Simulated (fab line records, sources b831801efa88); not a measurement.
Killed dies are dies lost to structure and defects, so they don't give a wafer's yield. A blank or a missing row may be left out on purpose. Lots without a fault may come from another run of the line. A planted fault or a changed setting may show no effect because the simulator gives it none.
fab line records | flow gf180mcu
record lots=5 wafers=15 last_day=34
route steps=602 shown SAB@269 SALICIDE@278
lots that met no fault: from a run of the same line without faults
start_h: hours from the record's first day to the start of the lot's first wafer shown | wait_h: hours since the lot's step before | " the same as in the row above | L1.1+2: a row that stands for several wafers | - no value, or no start given | * or withheld: withheld | < > ~ a bound
route shown NAME@n: a module of which the file shows steps, and the number in the route of the first | usual: mean/standard deviation of fault-free wafers | same: alike in all rows | chamber/n: place in a boat | sites: the reading at each site | _std_site: their standard deviation | _edge_site: outer sites' mean less inner sites' | radius_mm: how far each site lies from the wafer's centre | mask NAME#n: copy n | behind: the tool/chamber that last shaped the wafer | hold: why the lot was held/for how many hours/how that ended | device: the transistor (n, p or np) that didn't switch | end of line: the same wafers' tests at the end of the route | a step without rows: its recipe alone | killed: dies lost to structure and defects at the first sort, not the wafer's yield | map: a wafer's dies, x killed, . not, _ none there
set.NAME: the setting as run; set.NAME@STEP: as run at that earlier step | model.NAME: the simulator's own value behind a step, which no gauge read
lots at some steps of the route; a table a step, a row a wafer
services: from which hour (start_h, from the record's first day; less than 0 if before it) a tool's chamber was out of use, for how many hours, and why
## steps
# step GF_SAB_SOFTBAKE_05
# recipe temp_c=90 time_s=60 resist=NOVOLAK
# step GF_SAB_EXPOSE_06
# recipe mask_id=SAB target_cd_nm=420 na=0.6 source_shape=conventional sigma_outer=0.6 dose_mj=140
# step GF_SAB_PEB_07
# recipe temp_c=withheld time_s=* resist=NOVOLAK
# step GF_SAB_DEVELOP_08
# recipe develop_time_s=60 dev_temp_c=23
# step GF_SAB_CD_MEAS_09
# recipe target_cd_nm=420
# usual cd_nm=420.1/2.3
# columns lot.wafer tool chamber start_h wait_h cd_nm
L892.1 cd_sem-01 - 412.55 1.4 420.1
L892.2 " - " " 421.1
L892.5 " - " " 418.0
L894.3 cd_sem-01 - 428.89 0.1 419.1
L894.4 " - " " 418.8
L894.5 " - " " 418.2
L898.2 cd_sem-02 - 463.54 0.1 418.5
L898.3 " - " " 420.6
L898.6 " - " " 420.7
L903.1 cd_sem-02 - 499.82 0.1 415.2
L903.2 " - " " 415.5
L903.6 " - " " 415.7
L907.4 cd_sem-01 - 536.65 0.1 416.6
L907.5 " - " " 419.8
L907.6 " - " " 417.7
# step GF_SAB_OVL_MEAS_10
# usual SAB_OVL=1.1/1.6
# columns lot.wafer tool chamber start_h wait_h SAB_OVL[nm]
L892.1 overlay-02 - 412.67 0.1 0.4
L892.2 " - " " 1.1
L892.5 " - " " 0.0
L894.3 overlay-01 - 428.99 0.1 1.2
L894.4 " - " " 3.3
L894.5 " - " " -0.1
L898.2 overlay-02 - 463.65 0.1 0.8
L898.3 " - " " 1.4
L898.6 " - " " 1.2
L903.1 overlay-01 - 499.94 0.1 -0.8
L903.2 " - " " 0.7
L903.6 " - " " -0.6
L907.4 overlay-02 - 536.73 0.1 -0.4
L907.5 " - " " -2.5
L907.6 " - " " -2.2
# step GF_SAB_ETCH_11
# recipe chemistry=C4F8/O2/Ar mask_material=NOVOLAK target=SiO2 target_depth_nm=55 source_w=1500 bias_w=1200 pressure_mtorr=40 c4f8_flow_sccm=withheld O2_flow_sccm=6 Ar_flow_sccm=300 time_s=8.5
# usual chamber_pressure_mTorr=40.00/0.035 oes_product_au=0.998/0.011
# columns lot.wafer tool chamber start_h wait_h chamber_pressure_mTorr oes_product_au rf_hours_counter_h
L892.1 rie_diel-01 3 412.71 0.0 39.98 0.998 54
L892.2 " 2 " " 40.01 1.000 45
L892.5 " 0 " " 40.04 0.990 -
L894.3 rie_diel-02 2 429.01 0.0 39.97 0.999 5
L894.4 " 3 " " 39.94 0.994 75
L894.5 " 3 " " 40.00 0.998 -
L898.2 rie_diel-03 0 463.68 0.0 39.98 0.989 0
L898.3 " 2 " " 40.04 0.986 26
L898.6 " 3 " " 40.06 0.980 -
L903.1 rie_diel-03 2 499.98 0.0 40.00 0.996 27
L903.2 " 3 " " 40.00 0.995 10
L903.6 " 2 " " 39.96 0.996 -
L907.4 rie_diel-02 2 536.76 0.0 39.97 0.989 -
L907.5 " 0 " " 40.04 0.990 -
L907.6 " 1 " " 40.01 1.003 -
# step GF_SAB_WET_ETCH_12
# recipe chemistry=dHF target_depth_nm=22 dry=n2_spin target=SiO2 temp_c=25 dilution=100:1 time_s=440
# step GF_SAB_STRIP_13
# recipe chemistry=O2/N2 power_w=1400 pressure_mtorr=1500 platen_temp_c=250 o2_flow_sccm=3000 n2_flow_sccm=300 overash_fraction=0.5
# usual chamber_pressure_mTorr=1500.2/1.5 drypump_motor_current_A=5.8/0.43 heater_power_w=296/13 oes_product_au=0.710/0.0044 strip_time_to_endpoint_s=12.40/0.033
# columns lot.wafer tool chamber start_h wait_h chamber_pressure_mTorr drypump_motor_current_A heater_power_w oes_product_au rf_hours_counter_h strip_time_to_endpoint_s
L892.1 plasma_asher-04 1 412.87 0.0 1497.7 5.7 303 0.708 66 12.41
L892.2 " 0 " " 1502.5 4.9 323 0.707 66 12.42
L892.5 " 1 " " 1501.1 5.7 303 0.710 - 12.39
L894.3 plasma_asher-02 1 429.21 0.0 1500.5 6.0 289 0.706 - 12.41
L894.4 " 0 " " 1499.4 5.4 282 0.707 - 12.38
L894.5 " 1 " " 1501.2 6.1 286 0.722 - 12.38
L898.2 plasma_asher-01 1 463.83 0.0 1500.6 6.2 305 0.708 3 12.36
L898.3 " 1 " " 1501.1 6.2 299 0.703 - 12.41
L898.6 " 1 " " 1499.9 6.2 295 0.713 - 12.39
L903.1 plasma_asher-02 1 500.15 0.0 1500.6 6.1 286 0.712 36 12.41
L903.2 " 0 " " 1501.2 5.3 292 0.711 36 12.42
L903.6 " 0 " " 1500.5 5.3 284 0.713 - 12.41
L907.4 plasma_asher-01 1 536.93 0.0 1498.5 6.2 297 0.709 - 12.35
L907.5 " 0 " " 1500.2 6.1 299 0.714 - 12.40
L907.6 " 1 " " 1500.2 6.2 303 0.707 - 12.38
# step GF_SALICIDE_CLEAN_00
# recipe chemistry=SC1/SC2 mix=1:4:20 temp_c=70 time_s=150
# step GF_SALICIDE_WET_ETCH_01
# recipe chemistry=dHF target_depth_nm=5 dry=ipa_marangoni target=SiO2 temp_c=25 dilution=100:1 time_s=100
# step GF_SALICIDE_SPUTTER_02
# recipe material=Co target_thk_nm=10 power_w=1000 time_s=20 chamber_pressure_pa=0.4
# usual chamber_pressure_pa=0.4001/0.00086 throttle_valve_pct=29.8/1.1
# columns lot.wafer tool chamber start_h wait_h chamber_pressure_pa throttle_valve_pct
L892.1 pvd_sputter-01 - 413.06 0.0 0.4004 28.4
L892.2 " - " " 0.3999 30.0
L892.5 " - " " 0.4003 30.9
L894.3 pvd_sputter-02 - 429.37 0.0 0.3997 28.8
L894.4 " - " " 0.3998 31.3
L894.5 " - " " 0.4007 31.1
L898.2 pvd_sputter-02 - 464.02 0.0 0.3993 28.3
L898.3 " - " " 0.4008 29.2
L898.6 " - " " 0.4004 29.3
L903.1 pvd_sputter-03 - 500.35 0.0 0.4006 31.2
L903.2 " - " " 0.3994 31.1
L903.6 " - " " 0.4000 28.3
L907.4 pvd_sputter-02 - 537.08 0.0 0.4002 28.9
L907.5 " - " " 0.4009 28.4
L907.6 " - " " 0.4014 31.1
# step GF_SALICIDE_SPUTTER_03
# recipe material=TiN target_thk_nm=20 power_w=6500 time_s=16.7 chamber_pressure_pa=0.4
# usual chamber_pressure_pa=0.4000/0.00082 throttle_valve_pct=29.8/1.1
# columns lot.wafer tool chamber start_h wait_h chamber_pressure_pa throttle_valve_pct model.TiN_of_SALICIDE_SPUTTER_03.thk_nm
L892.1 pvd_sputter-01 - 413.09 0.0 0.3999 28.7 20.06
L892.2 " - " " 0.4002 30.0 20.18
L892.5 " - " " 0.4002 30.7 20.28
L894.3 pvd_sputter-02 - 429.40 0.0 0.4000 29.0 20.03
L894.4 " - " " 0.3997 31.2 19.96
L894.5 " - " " 0.3988 31.2 19.86
L898.2 pvd_sputter-02 - 464.05 0.0 0.4006 28.6 19.75
L898.3 " - " " 0.4007 29.0 20.43
L898.6 " - " " 0.3998 29.6 19.91
L903.1 pvd_sputter-03 - 500.37 0.0 0.3975 31.4 20.37
L903.2 " - " " 0.3990 31.3 20.35
L903.6 " - " " 0.4014 28.0 20.28
L907.4 pvd_sputter-02 - 537.11 0.0 0.3999 28.8 19.64
L907.5 " - " " 0.3997 28.3 19.73
L907.6 " - " " 0.4002 31.1 19.46
# step GF_SALICIDE_RS_MEAS_04
# recipe thk_meas_gauge=four-point-probe reads=TiN_of_SALICIDE_SPUTTER_03+Co_of_SALICIDE_SPUTTER_02
# usual SALICIDE_TIN_RS=16.19/0.29
# columns lot.wafer tool chamber start_h wait_h SALICIDE_TIN_RS[ohm/sq]
L892.1 film_metro-04 - 413.11 0.0 16.00
L892.2 " - " " 16.03
L892.5 " - " " 16.04
L894.3 film_metro-04 - 429.46 0.1 16.52
L894.4 " - " " 16.55
L894.5 " - " " 16.54
L898.2 film_metro-04 - 464.10 0.0 15.75
L898.3 " - " " 15.78
L898.6 " - " " 15.92
L903.1 film_metro-01 - 500.40 0.0 15.82
L903.2 " - " " 16.14
L903.6 " - " " 16.78
L907.4 film_metro-01 - 537.20 0.1 16.60
L907.5 " - " " 16.56
L907.6 " - " " 16.59
## services
# columns tool chamber start_h hours kind
rie_diel-03 1 401.03 1.5 repair
rie_diel-03 0 414.89 - clean
rie_diel-03 0 414.89 15.3 scheduled_down
rie_diel-03 0 414.89 15.3 vent_cycle
plasma_asher-01 - 421.25 9.0 pm
plasma_asher-01 0 421.25 9.0 vent_cycle
plasma_asher-01 1 421.25 9.0 vent_cycle
rie_diel-03 - 423.89 0.3 repair
plasma_asher-01 0 430.25 - clean
plasma_asher-01 1 430.25 - clean
rie_diel-03 0 440.00 7.2 repair
pvd_sputter-01 0 445.29 - consumable_replace:kit
pvd_sputter-01 0 445.29 18.0 scheduled_down
pvd_sputter-01 0 445.29 18.0 vent_cycle
pvd_sputter-03 3 448.25 - consumable_replace:kit
pvd_sputter-03 3 448.25 18.0 scheduled_down
pvd_sputter-03 3 448.25 18.0 vent_cycle
pvd_sputter-01 - 455.96 2.0 repair
pvd_sputter-03 - 464.29 0.8 repair
pvd_sputter-02 - 476.09 2.2 repair
rie_diel-03 2 523.36 5.5 repair
rie_diel-02 3 533.80 21.5 repair
## key
first_sign none at tools or gauges
model_effect step=GF_SALICIDE_SPUTTER_03 value=TiN_of_SALICIDE_SPUTTER_03.thk_nm without=19.77 struck=20.43
met_at GF_SALICIDE_SPUTTER_03
struck_wafers L898.3
tester_left_out L898
fault kind=process_parameter_drift tool=pvd_sputter-02 chamber=- onset_h=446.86 steps=GF_SALICIDE_SPUTTER_03 channel=time_s offset=* shape=step end_h=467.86 acts_in=* stated=* scope=struck_wafers_only
# tester_left_out: of these lots the tester's yield and bins aren't shown, on N5 and GAA mostly nor the transistor test; their killed dies are dies lost to structure and defects alone, not to doping, threshold or leakage, so they don't give the yield
